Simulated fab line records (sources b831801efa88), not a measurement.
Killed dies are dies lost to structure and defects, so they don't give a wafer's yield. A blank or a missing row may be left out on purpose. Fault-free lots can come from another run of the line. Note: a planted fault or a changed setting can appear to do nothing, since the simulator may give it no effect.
The tool behind it: which one? + flow sky130 + 14 lots, 41 wafers sampled, at 4 steps of a route of 708

WHAT EACH GAUGE READ, for each wafer
SKY_POLY_GATE_THK_MEAS_01. Usual: POLY_GATE_CVD_00_THK typically reads 179.4 nm, with standard deviation 1.6.
| lot  | measured     | on           | POLY_GATE_CVD_00_THK (nm) | flag |
|------|--------------|--------------|---------------------------|------|
| L310 | day 14 02:41 | filmMetro-03 | 177.3 177.7 178.0         |      |
| L311 | day 14 02:42 | filmMetro-02 | 178.1 179.2 178.3         |      |
| L312 | day 14 14:10 | filmMetro-03 | 181.1 180.9 179.5         |      |
| L313 | day 14 19:29 | filmMetro-03 | 180.7 180.3 179.8         |      |
| L314 | day 15 16:07 | filmMetro-03 | 178.2 178.9 179.7         |      |
| L316 | day 16 03:23 | filmMetro-04 | 181.0 181.7 181.6         |      |
| L317 | day 16 13:23 | filmMetro-03 | 179.7 179.6 178.2         |      |
| L321 | day 17 20:23 | filmMetro-03 | 176.4 176.8               |      |
| L324 | day 18 21:59 | filmMetro-02 | 178.8 179.0 177.0         |      |
| L325 | day 19 01:47 | filmMetro-04 | 177.4 177.1 177.7         |      |
| L328 | day 20 12:37 | filmMetro-04 | 181.4 182.7 182.6         |      |
| L331 | day 21 10:32 | filmMetro-04 | 180.2 180.4 180.0         |      |
| L332 | day 21 14:28 | filmMetro-04 | 178.8 178.3 178.0         |      |
| L333 | day 21 20:40 | filmMetro-02 | 181.0 181.3 180.5         |      |

SKY_RES_XHIGH_TW_MEAS_09. Usual: RES_XHIGH_TW typically reads 1635, with standard deviation 11.
| lot  | measured     | on           | RES_XHIGH_TW   | flag |
|------|--------------|--------------|----------------|------|
| L310 | day 26 17:37 | filmMetro-04 | 1624 1621 1634 |      |
| L311 | day 27 00:26 | filmMetro-03 | 1659 1664 1651 |      |
| L312 | day 27 07:45 | filmMetro-03 | 1654 1660 1651 |      |
| L313 | day 27 11:34 | filmMetro-03 | 1653 1658 1650 |      |
| L314 | day 28 10:58 | filmMetro-04 | 1620 1617 1623 |      |
| L316 | day 28 22:11 | filmMetro-02 | 1648 1640 1644 |      |
| L317 | day 29 10:43 | filmMetro-03 | 1632 1640 1645 |      |
| L321 | day 30 12:54 | filmMetro-03 | 1640 1634      |      |
| L324 | day 31 11:52 | filmMetro-03 | 1644 1636 1643 |      |
| L325 | day 31 15:35 | filmMetro-04 | 1619 1618 1623 |      |
| L328 | day 32 20:59 | filmMetro-03 | 1643 1633 1637 |      |
| L331 | day 33 18:24 | filmMetro-04 | 1626 1635 1623 |      |
| L332 | day 33 20:55 | filmMetro-04 | 1637 1629 1632 |      |
| L333 | day 34 03:16 | filmMetro-03 | 1638 1643 1638 |      |

SKY_SD_N_OVL_MEAS_08. Usual: SD_N_OVL typically reads 0.5 nm, with standard deviation 1.3.
| lot  | measured     | on         | SD_N_OVL (nm)  | flag |
|------|--------------|------------|----------------|------|
| L310 | day 27 23:23 | overlay-02 | -1.0 0.6 2.0   |      |
| L311 | day 28 05:33 | overlay-02 | -1.0 0.9 0.5   |      |
| L312 | day 28 12:24 | overlay-01 | -0.2 0.1 0.4   |      |
| L313 | day 28 15:53 | overlay-02 | 1.0 -0.1 0.5   |      |
| L314 | day 29 15:35 | overlay-01 | -0.3 -0.4 -1.5 |      |
| L316 | day 30 03:08 | overlay-01 | 0.0 0.3 0.9    |      |
| L317 | day 30 14:50 | overlay-02 | 1.8 2.1 0.1    |      |
| L321 | day 31 16:33 | overlay-01 | 1.0 -0.1       |      |
| L324 | day 32 14:56 | overlay-01 | -1.2 -2.7 -1.0 |      |
| L325 | day 32 18:47 | overlay-01 | -0.5 -0.5 0.1  |      |
| L328 | day 33 23:36 | overlay-02 | 0.5 -0.1 0.1   |      |
| L331 | day 34 20:12 | overlay-02 | 0.1 0.8 0.4    |      |
| L332 | day 34 22:59 | overlay-01 | 0.6 -1.0 0.9   |      |
| L333 | day 35 04:47 | overlay-01 | -0.1 0.5 -0.7  |      |

WHICH TOOL RAN EACH LOT (tool, then ch and the chambers of the sampled wafers, then the start)
| lot  | SKY_POLY_CUT_SOFTBAKE_04         |
|------|----------------------------------|
| L310 | lithoTrack-01 ch 0, day 23 16:00 |
| L311 | lithoTrack-03 ch 0, day 23 21:00 |
| L312 | lithoTrack-03 ch 0, day 24 05:00 |
| L313 | lithoTrack-01 ch 0, day 24 10:00 |
| L314 | lithoTrack-02 ch 0, day 25 09:00 |
| L316 | lithoTrack-03 ch 0, day 25 21:00 |
| L317 | lithoTrack-03 ch 0, day 26 09:00 |
| L321 | lithoTrack-03 ch 0, day 27 13:00 |
| L324 | lithoTrack-03 ch 0, day 28 12:00 |
| L325 | lithoTrack-02 ch 0, day 28 16:00 |
| L328 | lithoTrack-01 ch 0, day 30 01:00 |
| L331 | lithoTrack-01 ch 0, day 30 22:00 |
| L332 | lithoTrack-02 ch 0, day 31 00:00 |
| L333 | lithoTrack-03 ch 0, day 31 08:00 |
- SKY_POLY_CUT_SOFTBAKE_04: time 90 s.

AS READ BY THE TOOLS THEMSELVES (means over the sampled wafers that have a number; for cases with no such wafer, the mark the record gives instead)
SKY_POLY_CUT_SOFTBAKE_04. Usual: exhaustPa 45.1 Pa, standard deviation 0.99; heaterPowerTotalW 57.36 W, standard deviation 0.12; resistLineTempC 23.01 C, standard deviation 0.11; runLengthS 119.28 s, standard deviation 0.14.
| lot  | tool          | exhaustPa (Pa) | heaterPowerTotalW (W) | resistLineTempC (C) | runLengthS (s) | flag |
|------|---------------|----------------|-----------------------|---------------------|----------------|------|
| L310 | lithoTrack-01 | 43.8           | 57.29                 | 22.99               | 119.16         |      |
| L311 | lithoTrack-03 | 46.2           | 57.31                 | 23.03               | 119.32         |      |
| L312 | lithoTrack-03 | 46.1           | 57.30                 | 22.93               | 119.35         |      |
| L313 | lithoTrack-01 | 45.4           | 57.29                 | 23.10               | 119.13         |      |
| L314 | lithoTrack-02 | 45.0           | 57.25                 | 23.03               | 119.37         |      |
| L316 | lithoTrack-03 | 44.5           | 57.38                 | 23.02               | 119.34         |      |
| L317 | lithoTrack-03 | 45.1           | 57.36                 | 23.07               | 119.44         |      |
| L321 | lithoTrack-03 | 43.9           | 59.02                 | 23.07               | 111.36         | OFF  |
| L324 | lithoTrack-03 | 47.4           | 58.57                 | 23.04               | 113.87         | OFF  |
| L325 | lithoTrack-02 | 45.8           | 57.37                 | 23.09               | 119.38         |      |
| L328 | lithoTrack-01 | 45.9           | 57.35                 | 22.95               | 119.22         |      |
| L331 | lithoTrack-01 | 45.6           | 57.37                 | 22.93               | 119.08         |      |
| L332 | lithoTrack-02 | 45.2           | 57.20                 | 23.12               | 119.40         |      |
| L333 | lithoTrack-03 | 44.0           | 57.36                 | 23.00               | 119.26         |      |

THE ANSWER, worked out from the rows above alone
Rule: take the mean of a lot's wafers that have a number; if it is more than 3 standard deviations from the usual mean, the lot is off. A lot without any number at a reading at which 4 lots or more have one is off too. The other lots that the step has rows for count as sound. Order of review: gauges by route order, followed by the tools' own readings, for which a lot's mean as printed above is used. The first step at which some lot is off is used, and at that step the reading that is off furthest; a lot without a number counts as furthest.
Off: L321, L324, at SKY_POLY_CUT_SOFTBAKE_04 (runLengthS).
A tool fits if, at that step or a process step before it, it ran every lot that is off, and no sound lot after the first of them. No candidate that was tried fits.

WHAT THE SIMULATOR PUT IN
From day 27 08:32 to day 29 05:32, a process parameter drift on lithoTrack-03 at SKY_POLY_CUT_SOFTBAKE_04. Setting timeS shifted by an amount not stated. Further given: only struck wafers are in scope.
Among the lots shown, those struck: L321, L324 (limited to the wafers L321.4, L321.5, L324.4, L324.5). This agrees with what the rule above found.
